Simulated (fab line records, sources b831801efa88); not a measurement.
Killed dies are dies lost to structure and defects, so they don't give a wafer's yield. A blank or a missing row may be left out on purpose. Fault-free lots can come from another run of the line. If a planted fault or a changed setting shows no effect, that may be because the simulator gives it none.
fab line records	flow sky130	part 1 of 2: steps 1 to 33 of 43
record lots=5	wafers=15	last_day=49
route steps=708 shown RES_XHIGH@337 SD_N@342 SD_P@359 SALICIDE@361 LI_CONTACT@362
lots untouched by any fault: they come from a run of this same line in which no faults occurred
start_h: start of the lot's first displayed wafer, in hours after the record's first day	wait_h: hours from the lot's prior step to this one	" the same as in the row above	L1.1+2: one row covering several wafers at once	- no value, or no start given	* or withheld: withheld	< > ~ a bound
route shown NAME@n: NAME is a module with steps in the file, n the number in the route of the first one	usual: mean and standard deviation over wafers with no fault	same: alike in all rows	chamber/n: place in a boat	sites: the reading at each site	_std_site: their standard deviation	_edge_site: mean of outer sites minus mean of inner sites	radius_mm: for every site, how far away it sits from the centre of the wafer	mask NAME#n: copy n	behind: tool/chamber where the wafer was last shaped	hold: reason for holding the lot/hours on hold/outcome of the hold	device: the transistor (n, p or np) that didn't switch	end of line: the tests these same wafers got at the end of their route	step lacking rows: just its recipe	killed: dies lost to structure and defects at the first sort, not the wafer's yield	map: a wafer's dies, x killed, . not, _ none there
set.NAME: the setting the step ran with; set.NAME@STEP: the setting that earlier step ran with	model.NAME: the simulator's own value behind a step, which no gauge read
lots at selected steps of the route; one table per step, one row per wafer
services: the hour from which a tool's chamber was out of use, counted from the record's first day as start_h (under 0 if before that day), plus the number of hours and why
## steps
# step SKY_RES_XHIGH_PEB_05
# recipe temp_c=withheld	time_s=*	resist=NOVOLAK
lot.wafer	tool	chamber	start_h	wait_h
L079.4+5+6	litho_track-03	0	-	-
L081.3+5+6	litho_track-01	0	-	-
L085.4+5+6	litho_track-02	0	-	-
L089.1+5+6	litho_track-01	0	-	-
L090.3+4+6	litho_track-02	0	-	-
# step SKY_RES_XHIGH_DEVELOP_06
# recipe resist=NOVOLAK	developer=TMAH	develop_time_s=60	dev_temp_c=23
lot.wafer	tool	chamber	start_h	wait_h
L079.4+5+6	litho_track-03	0	695.24	0.1
L081.3+5+6	litho_track-01	0	696.97	0.1
L085.4+5+6	litho_track-02	0	709.19	0.1
L089.1+5+6	litho_track-01	0	737.37	0.1
L090.3+4+6	litho_track-02	0	751.61	0.1
# step SKY_RES_XHIGH_IMPLANT_07
# recipe species=BF2	energy_kev=19.61	dose_cm2=3.6e+14	tilt_deg=0
# usual beam_energy_keV=19.609/0.0054
lot.wafer	tool	chamber	start_h	wait_h	beam_energy_keV
L079.4	implanter-03	0	695.39	0.1	19.613
L079.5	"	0	"	"	19.613
L079.6	"	0	"	"	19.602
L081.3	implanter-04	0	697.12	0.1	19.605
L081.5	"	0	"	"	19.609
L081.6	"	0	"	"	19.607
L085.4	implanter-04	0	709.34	0.1	19.606
L085.5	"	0	"	"	19.614
L085.6	"	0	"	"	19.604
L089.1	implanter-03	0	737.52	0.1	19.611
L089.5	"	0	"	"	19.612
L089.6	"	0	"	"	19.615
L090.3	implanter-03	0	751.76	0.1	19.614
L090.4	"	0	"	"	19.611
L090.6	"	0	"	"	19.609
# step SKY_RES_XHIGH_STRIP_08
# recipe chemistry=O2/N2	power_w=1400	pressure_mtorr=1500	platen_temp_c=withheld	o2_flow_sccm=3000	n2_flow_sccm=300	overash_fraction=0.5
# usual drypump_motor_current_A=5.71/0.21	oes_product_au=0.711/0.0043	strip_time_to_endpoint_s=14.26/0.039
lot.wafer	tool	chamber	start_h	wait_h	drypump_motor_current_A	oes_product_au	rf_hours_counter_h	strip_time_to_endpoint_s
L079.4	plasma_asher-02	1	695.50	0.1	5.80	0.712	-	14.25
L079.5	"	0	"	"	5.62	0.700	-	14.24
L079.6	"	1	"	"	5.77	0.708	-	14.21
L081.3	plasma_asher-02	1	697.25	0.1	5.77	0.712	-	14.26
L081.5	"	0	"	"	5.61	0.711	-	14.25
L081.6	"	1	"	"	5.80	0.711	-	14.25
L085.4	plasma_asher-02	1	709.45	0.1	5.81	0.704	-	14.23
L085.5	"	1	"	"	5.82	0.713	-	14.26
L085.6	"	0	"	"	5.61	0.710	-	14.28
L089.1	plasma_asher-04	0	737.67	0.1	5.57	0.719	32	14.23
L089.5	"	0	"	"	5.58	0.713	-	14.21
L089.6	"	1	"	"	6.19	0.710	-	14.22
L090.3	plasma_asher-03	0	751.90	0.1	5.67	0.712	-	14.28
L090.4	"	1	"	"	5.42	0.715	-	14.23
L090.6	"	1	"	"	5.41	0.712	-	14.30
# step SKY_RES_XHIGH_TW_MEAS_09
# usual RES_XHIGH_TW=1634/17
lot.wafer	tool	chamber	start_h	wait_h	RES_XHIGH_TW
L079.4	film_metro-02	-	695.60	0.1	1616
L079.5	"	-	"	"	1609
L079.6	"	-	"	"	1614
L081.3	film_metro-03	-	697.34	0.1	1642
L081.5	"	-	"	"	1644
L081.6	"	-	"	"	1641
L085.4	film_metro-02	-	709.54	0.1	1601
L085.5	"	-	"	"	1616
L085.6	"	-	"	"	1601
L089.1	film_metro-04	-	737.77	0.1	1643
L089.5	"	-	"	"	1641
L089.6	"	-	"	"	1650
L090.3	film_metro-03	-	751.98	0.1	1645
L090.4	"	-	"	"	1659
L090.6	"	-	"	"	1654
# step SKY_SD_N_DEHYDRATE_00
# recipe temp_c=200	time_s=60
lot.wafer	tool	chamber	start_h	wait_h
L079.4+5+6	litho_track-01	0	708.54	12.9
L081.3+5+6	litho_track-04	0	710.90	13.6
L085.4+5+6	litho_track-01	0	723.29	13.7
L089.1+5+6	litho_track-02	0	750.81	13.0
L090.3+4+6	litho_track-04	0	764.45	12.5
# step SKY_SD_N_HMDS_01
# recipe prime_time_s=60	prime_temp_c=120
lot.wafer	tool	chamber	start_h	wait_h
L079.4+5+6	litho_track-01	0	708.69	0.1
L081.3+5+6	litho_track-04	0	711.05	0.1
L085.4+5+6	litho_track-01	0	723.44	0.1
L089.1+5+6	litho_track-02	0	750.96	0.1
L090.3+4+6	litho_track-04	0	764.60	0.1
# step SKY_SD_N_COAT_02
# recipe resist=NOVOLAK	spin_rpm=3000	resist_thk_nm=1140
lot.wafer	tool	chamber	start_h	wait_h
L079.4+5+6	litho_track-01	0	708.84	0.1
L081.3+5+6	litho_track-04	0	711.20	0.1
L085.4+5+6	litho_track-01	0	723.59	0.1
L089.1+5+6	litho_track-02	0	751.11	0.1
L090.3+4+6	litho_track-04	0	764.75	0.1
# step SKY_SD_N_SOFTBAKE_03
# recipe temp_c=90	time_s=60	resist=NOVOLAK
lot.wafer	tool	chamber	start_h	wait_h
L079.4+5+6	litho_track-01	0	708.99	0.1
L081.3+5+6	litho_track-04	0	711.35	0.1
L085.4+5+6	litho_track-01	0	723.74	0.1
L089.1+5+6	litho_track-02	0	751.26	0.1
L090.3+4+6	litho_track-04	0	764.90	0.1
# step SKY_SD_N_EXPOSE_04
# recipe mask_id=NSDM	na=0.6	source_shape=conventional	sigma_outer=0.6	polarization=unpolarized	target_cd_nm=380	dose_mj=139.3
lot.wafer	tool	chamber	start_h	wait_h	mask
L079.4+5+6	iline_stepper-02	0	-	-	NSDM#0
L081.3+5+6	iline_stepper-02	0	-	-	NSDM#0
L085.4+5+6	iline_stepper-02	0	-	-	NSDM#0
L089.1+5+6	iline_stepper-02	0	-	-	NSDM#0
L090.3+4+6	iline_stepper-02	0	-	-	NSDM#0
# step SKY_SD_N_PEB_05
# recipe temp_c=withheld	time_s=*	resist=NOVOLAK
lot.wafer	tool	chamber	start_h	wait_h
L079.4+5+6	litho_track-02	0	-	-
L081.3+5+6	litho_track-02	0	-	-
L085.4+5+6	litho_track-02	0	-	-
L089.1+5+6	litho_track-04	0	-	-
L090.3+4+6	litho_track-02	0	-	-
# step SKY_SD_N_DEVELOP_06
# recipe resist=NOVOLAK	developer=TMAH	develop_time_s=60	dev_temp_c=23
lot.wafer	tool	chamber	start_h	wait_h
L079.4+5+6	litho_track-02	0	723.29	0.1
L081.3+5+6	litho_track-02	0	725.11	0.1
L085.4+5+6	litho_track-02	0	737.14	0.1
L089.1+5+6	litho_track-04	0	764.25	0.1
L090.3+4+6	litho_track-02	0	778.56	0.1
# step SKY_SD_N_CD_MEAS_07
# recipe target_cd_nm=380
# usual cd_nm=379.2/2.3
lot.wafer	tool	chamber	start_h	wait_h	cd_nm
L079.4	cd_sem-01	-	723.42	0.1	382.4
L079.5	"	-	"	"	383.1
L079.6	"	-	"	"	380.7
L081.3	cd_sem-02	-	725.25	0.1	378.6
L081.5	"	-	"	"	377.6
L081.6	"	-	"	"	378.6
L085.4	cd_sem-01	-	737.27	0.1	379.8
L085.5	"	-	"	"	378.6
L085.6	"	-	"	"	378.0
L089.1	cd_sem-01	-	764.40	0.1	377.7
L089.5	"	-	"	"	375.7
L089.6	"	-	"	"	380.7
L090.3	cd_sem-02	-	778.70	0.1	378.5
L090.4	"	-	"	"	378.8
L090.6	"	-	"	"	380.3
# step SKY_SD_N_OVL_MEAS_08
# usual SD_N_OVL=1.0/1.7
lot.wafer	tool	chamber	start_h	wait_h	SD_N_OVL[nm]
L079.4	overlay-02	-	723.50	0.1	5.0
L079.5	"	-	"	"	5.3
L079.6	"	-	"	"	4.5
L081.3	overlay-01	-	725.35	0.1	0.3
L081.5	"	-	"	"	1.5
L081.6	"	-	"	"	-0.8
L085.4	overlay-02	-	737.35	0.1	-2.7
L085.5	"	-	"	"	-2.0
L085.6	"	-	"	"	-1.1
L089.1	overlay-02	-	764.52	0.1	-0.8
L089.5	"	-	"	"	0.4
L089.6	"	-	"	"	-1.8
L090.3	overlay-02	-	778.80	0.1	0.2
L090.4	"	-	"	"	0.3
L090.6	"	-	"	"	-0.3
# step SKY_SD_N_IMPLANT_09
# recipe species=As	energy_kev=50	dose_cm2=4e+15	tilt_deg=0
# usual beam_energy_keV=50.000/0.017
lot.wafer	tool	chamber	start_h	wait_h	beam_energy_keV
L079.4	implanter-04	0	723.59	0.1	49.999
L079.5	"	0	"	"	50.014
L079.6	"	0	"	"	49.982
L081.3	implanter-01	0	725.42	0.1	50.000
L081.5	"	0	"	"	49.998
L081.6	"	0	"	"	49.996
L085.4	implanter-02	0	737.44	0.1	50.027
L085.5	"	0	"	"	50.014
L085.6	"	0	"	"	49.997
L089.1	implanter-04	0	764.56	0.0	50.003
L089.5	"	0	"	"	50.004
L089.6	"	0	"	"	50.002
L090.3	implanter-01	0	778.87	0.1	49.992
L090.4	"	0	"	"	49.989
L090.6	"	0	"	"	49.978
# step SKY_SD_N_IMPLANT_10
# recipe species=P	energy_kev=20	dose_cm2=1e+14	tilt_deg=0
# usual beam_energy_keV=20.001/0.0062
lot.wafer	tool	chamber	start_h	wait_h	beam_energy_keV
L079.4	implanter-04	0	723.74	0.1	20.008
L079.5	"	0	"	"	20.004
L079.6	"	0	"	"	20.010
L081.3	implanter-01	0	725.57	0.1	19.987
L081.5	"	0	"	"	19.980
L081.6	"	0	"	"	19.993
L085.4	implanter-02	0	737.59	0.1	20.007
L085.5	"	0	"	"	19.999
L085.6	"	0	"	"	20.001
L089.1	implanter-04	0	764.71	0.1	19.998
L089.5	"	0	"	"	20.001
L089.6	"	0	"	"	20.003
L090.3	implanter-01	0	779.02	0.1	20.003
L090.4	"	0	"	"	20.004
L090.6	"	0	"	"	20.000
# step SKY_SD_N_STRIP_11
# recipe chemistry=O2/N2	power_w=1400	pressure_mtorr=1500	platen_temp_c=withheld	o2_flow_sccm=3000	n2_flow_sccm=300	overash_fraction=0.5
# usual drypump_motor_current_A=5.82/0.28	oes_product_au=0.527/0.0044	strip_time_to_endpoint_s=22.53/0.041
lot.wafer	tool	chamber	start_h	wait_h	drypump_motor_current_A	oes_product_au	rf_hours_counter_h	strip_time_to_endpoint_s
L079.4	plasma_asher-02	1	723.85	0.1	5.80	0.537	-	22.52
L079.5	"	1	"	"	5.80	0.526	-	22.54
L079.6	"	0	"	"	5.61	0.528	-	22.57
L081.3	plasma_asher-01	0	725.70	0.1	5.97	0.534	-	22.43
L081.5	"	1	"	"	6.31	0.529	-	22.51
L081.6	"	0	"	"	5.96	0.528	-	22.50
L085.4	plasma_asher-03	1	737.70	0.1	5.42	0.523	-	22.59
L085.5	"	0	"	"	5.65	0.528	-	22.59
L085.6	"	1	"	"	5.42	0.527	-	22.57
L089.1	plasma_asher-01	0	764.86	0.1	5.96	0.524	63	22.54
L089.5	"	0	"	"	5.97	0.525	-	22.53
L089.6	"	1	"	"	6.30	0.525	-	22.53
L090.3	plasma_asher-01	1	779.15	0.1	6.29	0.524	-	22.48
L090.4	"	0	"	"	5.93	0.527	-	22.49
L090.6	"	1	"	"	6.30	0.530	-	22.52
# step SKY_SD_N_TW_MEAS_12
# usual SD_N_TW=3997/40
lot.wafer	tool	chamber	start_h	wait_h	SD_N_TW
L079.4	film_metro-02	-	723.95	0.1	3938
L079.5	"	-	"	"	3956
L079.6	"	-	"	"	3930
L081.3	film_metro-03	-	725.79	0.1	4024
L081.5	"	-	"	"	3993
L081.6	"	-	"	"	3976
L085.4	film_metro-02	-	737.80	0.1	3951
L085.5	"	-	"	"	3940
L085.6	"	-	"	"	3952
L089.1	film_metro-03	-	764.96	0.1	4033
L089.5	"	-	"	"	4026
L089.6	"	-	"	"	4068
L090.3	film_metro-02	-	779.24	0.1	3896
L090.4	"	-	"	"	3905
L090.6	"	-	"	"	3927
# step SKY_SD_N_CLEAN_13
# recipe chemistry=SC1/SC2	mix=1:4:20	temp_c=70	time_s=150	dry=n2_spin
lot.wafer	tool	chamber	start_h	wait_h
L079.4+5+6	wet_bench-02	2	723.98	0.0
L081.3+5+6	wet_bench-03	3	725.83	0.0
L085.4+5+6	wet_bench-02	2	737.83	0.0
L089.1+5+6	wet_bench-03	2	765.04	0.1
L090.3+4+6	wet_bench-03	1	779.28	0.0
# step SKY_SD_N_RTA_14
# recipe temp_c=1075	time_s=2	idle_temp_c=650	ramp_up_c_per_s=150	ramp_down_c_per_s=90	ambient=N2
# usual anneal_temp_c_max=1080.7/1.1	lamp_power_pct=15.73/0.059	ramp_up_c_per_s=150.00/0.027	wafer_temp_C_max=1078.0/1.3
lot.wafer	tool	chamber	start_h	wait_h	anneal_temp_c_max	lamp_power_pct	ramp_up_c_per_s	wafer_temp_C_max
L079.4	rtp_anneal-01	0	724.06	0.0	1081.7	15.74	150.03	1077.2
L079.5	"	0	"	"	1081.3	15.80	150.01	1078.9
L079.6	"	0	"	"	1080.4	15.79	150.00	1080.2
L081.3	rtp_anneal-01	0	725.90	0.0	1081.0	15.81	149.96	1080.2
L081.5	"	0	"	"	1080.8	15.74	150.05	1078.1
L081.6	"	0	"	"	1080.7	15.82	150.03	1079.4
L085.4	rtp_anneal-01	0	737.91	0.0	1081.1	15.82	150.01	1077.1
L085.5	"	0	"	"	1079.8	15.79	150.04	1076.7
L085.6	"	0	"	"	1079.9	15.70	150.01	1077.5
L089.1	rtp_anneal-01	0	765.09	0.0	1082.1	15.68	149.97	1077.2
L089.5	"	0	"	"	1080.0	15.82	149.98	1076.5
L089.6	"	0	"	"	1081.3	15.72	149.96	1077.0
L090.3	rtp_anneal-02	0	779.35	0.0	1079.8	15.75	149.99	1077.1
L090.4	"	0	"	"	1080.9	15.75	149.98	1081.5
L090.6	"	0	"	"	1083.3	15.65	149.99	1076.6
# step SKY_SD_N_RS_MEAS_16
# recipe thk_meas_gauge=four-point-probe
# usual SD_N_RS=68.57/0.11
lot.wafer	tool	chamber	start_h	wait_h	SD_N_RS[ohm/sq]
L079.4	film_metro-04	-	724.26	0.1	68.57
L079.5	"	-	"	"	68.82
L079.6	"	-	"	"	68.64
L081.3	film_metro-02	-	726.10	0.1	68.58
L081.5	"	-	"	"	68.72
L081.6	"	-	"	"	68.71
L085.4	film_metro-03	-	738.12	0.1	68.46
L085.5	"	-	"	"	68.47
L085.6	"	-	"	"	68.61
L089.1	film_metro-04	-	765.26	0.1	68.55
L089.5	"	-	"	"	68.52
L089.6	"	-	"	"	68.58
L090.3	film_metro-03	-	779.54	0.1	68.56
L090.4	"	-	"	"	68.81
L090.6	"	-	"	"	68.71
# step SKY_SD_N_RS_MEAS_17
# recipe thk_meas_gauge=four-point-probe
# usual SD_P_RS=147.1/0.37
lot.wafer	tool	chamber	start_h	wait_h	SD_P_RS[ohm/sq]
L079.4	film_metro-04	-	724.38	0.1	147.3
L079.5	"	-	"	"	147.7
L079.6	"	-	"	"	147.0
L081.3	film_metro-02	-	726.22	0.1	146.3
L081.5	"	-	"	"	146.9
L081.6	"	-	"	"	146.7
L085.4	film_metro-03	-	738.24	0.1	146.9
L085.5	"	-	"	"	147.0
L085.6	"	-	"	"	147.0
L089.1	film_metro-04	-	765.38	0.1	147.2
L089.5	"	-	"	"	147.1
L089.6	"	-	"	"	146.6
L090.3	film_metro-03	-	779.66	0.1	147.1
L090.4	"	-	"	"	147.0
L090.6	"	-	"	"	147.3
# step SKY_SD_N_RS_MEAS_18
# recipe thk_meas_gauge=four-point-probe
# usual RES_XHIGH_RS=330.0/1.3
lot.wafer	tool	chamber	start_h	wait_h	RES_XHIGH_RS[ohm/sq]
L079.4	film_metro-04	-	724.50	0.1	331.5
L079.5	"	-	"	"	330.7
L079.6	"	-	"	"	330.2
L081.3	film_metro-02	-	726.34	0.1	332.2
L081.5	"	-	"	"	330.3
L081.6	"	-	"	"	332.7
L085.4	film_metro-03	-	738.36	0.1	330.3
L085.5	"	-	"	"	329.3
L085.6	"	-	"	"	328.7
L089.1	film_metro-04	-	765.50	0.1	331.4
L089.5	"	-	"	"	331.0
L089.6	"	-	"	"	330.5
L090.3	film_metro-03	-	779.78	0.1	328.3
L090.4	"	-	"	"	327.9
L090.6	"	-	"	"	327.5
# step SKY_SALICIDE_CLEAN_00
# recipe chemistry=HF-last	time_s=30	dilution=100:1	dry=ipa_marangoni
lot.wafer	tool	chamber	start_h	wait_h
L079.4+5+6	wet_bench-04	3	724.56	0.0
L081.3+5+6	wet_bench-04	1	726.42	0.1
L085.4+5+6	wet_bench-01	2	738.42	0.0
L089.1+5+6	wet_bench-02	0	765.62	0.1
L090.3+4+6	wet_bench-01	3	779.86	0.1
# step SKY_LI_CONTACT_HDPCVD_00
# recipe material=PSG	target_thk_nm=930	sigma_open_frac=0.3	time_s=155	temp_c=600	sih4_flow_sccm=60	pressure_mtorr=6
lot.wafer	tool	chamber	start_h	wait_h
L079.4+5+6	hdpcvd-01	2,1,0	724.63	0.1
L081.3+5+6	hdpcvd-02	1,1,2	726.43	0.0
L085.4+5+6	hdpcvd-02	2,1,0	738.49	0.1
L089.1+5+6	hdpcvd-01	2,0,2	765.64	0.0
L090.3+4+6	hdpcvd-01	0,0,2	779.88	0.0
# step SKY_LI_CONTACT_THK_MEAS_01
# recipe reads=PSG_of_LI_CONTACT_HDPCVD_00
# usual LI_CONTACT_HDPCVD_THK=930/11
lot.wafer	tool	chamber	start_h	wait_h	LI_CONTACT_HDPCVD_THK[nm]
L079.4	film_metro-02	-	724.71	0.0	930
L079.5	"	-	"	"	927
L079.6	"	-	"	"	917
L081.3	film_metro-04	-	726.56	0.1	927
L081.5	"	-	"	"	934
L081.6	"	-	"	"	928
L085.4	film_metro-04	-	738.57	0.0	930
L085.5	"	-	"	"	943
L085.6	"	-	"	"	930
L089.1	film_metro-02	-	765.74	0.1	923
L089.5	"	-	"	"	928
L089.6	"	-	"	"	926
L090.3	film_metro-04	-	780.00	0.1	914
L090.4	"	-	"	"	915
L090.6	"	-	"	"	927
# step SKY_LI_CONTACT_CMP_02
# recipe material=PSG	down_force_psi=4	platen_rpm=60	pad_velocity_m_s=0.94248
# usual motor_current_A=11.9/1.2	time_to_endpoint_s=32/3
lot.wafer	tool	chamber	start_h	wait_h	motor_current_A	time_to_endpoint_s
L079.4	cmp-02	0	727.04	2.3	12.0	33
L079.5	"	3	"	"	10.6	29
L079.6	"	0	"	"	11.5	33
L081.3	cmp-02	1	727.89	1.3	10.1	32
L081.6	"	1	"	"	9.9	36
L081.5	"	2	"	"	12.0	31
L085.4	cmp-01	3	738.75	0.2	14.3	35
L085.6	"	0	"	"	12.0	33
L085.5	"	1	"	"	12.6	30
L089.1	cmp-02	0	765.85	0.1	12.1	36
L089.5	"	3	"	"	11.0	29
L089.6	"	0	"	"	11.2	35
L090.3	cmp-01	1	780.04	0.0	11.9	29
L090.4	"	2	"	"	13.2	27
L090.6	"	1	"	"	11.8	30
# step SKY_LI_CONTACT_BOW_MEAS_03
# recipe mode=bow
# usual LI_CONTACT_BOW=55/6.3
lot.wafer	tool	chamber	start_h	wait_h	LI_CONTACT_BOW[um]
L079.4	film_metro-02	-	727.35	0.3	55
L079.5	"	-	"	"	43
L079.6	"	-	"	"	52
L081.3	film_metro-02	-	728.23	0.3	50
L081.5	"	-	"	"	49
L081.6	"	-	"	"	53
L085.4	film_metro-04	-	738.96	0.2	50
L085.5	"	-	"	"	57
L085.6	"	-	"	"	68
L089.1	film_metro-04	-	766.10	0.2	56
L089.5	"	-	"	"	48
L089.6	"	-	"	"	56
L090.3	film_metro-03	-	780.38	0.3	51
L090.4	"	-	"	"	78
L090.6	"	-	"	"	64
# step SKY_LI_CONTACT_DEHYDRATE_04
# recipe temp_c=200	time_s=60
lot.wafer	tool	chamber	start_h	wait_h
L079.4+5+6	litho_track-04	0	739.88	12.5
L081.3+5+6	litho_track-02	0	741.06	12.8
L085.4+5+6	litho_track-04	0	751.78	12.8
L089.1+5+6	litho_track-02	0	779.26	13.1
L090.3+4+6	litho_track-02	0	792.61	12.2
# step SKY_LI_CONTACT_HMDS_05
# recipe prime_time_s=60	prime_temp_c=120
lot.wafer	tool	chamber	start_h	wait_h
L079.4+5+6	litho_track-04	0	740.03	0.1
L081.3+5+6	litho_track-02	0	741.21	0.1
L085.4+5+6	litho_track-04	0	751.93	0.1
L089.1+5+6	litho_track-02	0	779.41	0.1
L090.3+4+6	litho_track-02	0	792.76	0.1
# step SKY_LI_CONTACT_COAT_06
# recipe resist=BARC	temp_c=withheld	time_s=withheld	spin_rpm=3000	resist_thk_nm=60
lot.wafer	tool	chamber	start_h	wait_h
L079.4+5+6	litho_track-04	0	740.18	0.1
L081.3+5+6	litho_track-02	0	741.36	0.1
L085.4+5+6	litho_track-04	0	752.08	0.1
L089.1+5+6	litho_track-02	0	779.56	0.1
L090.3+4+6	litho_track-02	0	792.91	0.1
# step SKY_LI_CONTACT_COAT_07
# recipe resist=KrF-thick	spin_rpm=3000	resist_thk_nm=450
lot.wafer	tool	chamber	start_h	wait_h
L079.4+5+6	litho_track-04	0	-	-
L081.3+5+6	litho_track-02	0	-	-
L085.4+5+6	litho_track-04	0	-	-
L089.1+5+6	litho_track-02	0	-	-
L090.3+4+6	litho_track-02	0	-	-
# step SKY_LI_CONTACT_SOFTBAKE_08
# recipe temp_c=100	time_s=90	resist=KrF-thick
lot.wafer	tool	chamber	start_h	wait_h
L079.4+5+6	litho_track-04	0	-	-
L081.3+5+6	litho_track-02	0	-	-
L085.4+5+6	litho_track-04	0	-	-
L089.1+5+6	litho_track-02	0	-	-
L090.3+4+6	litho_track-02	0	-	-
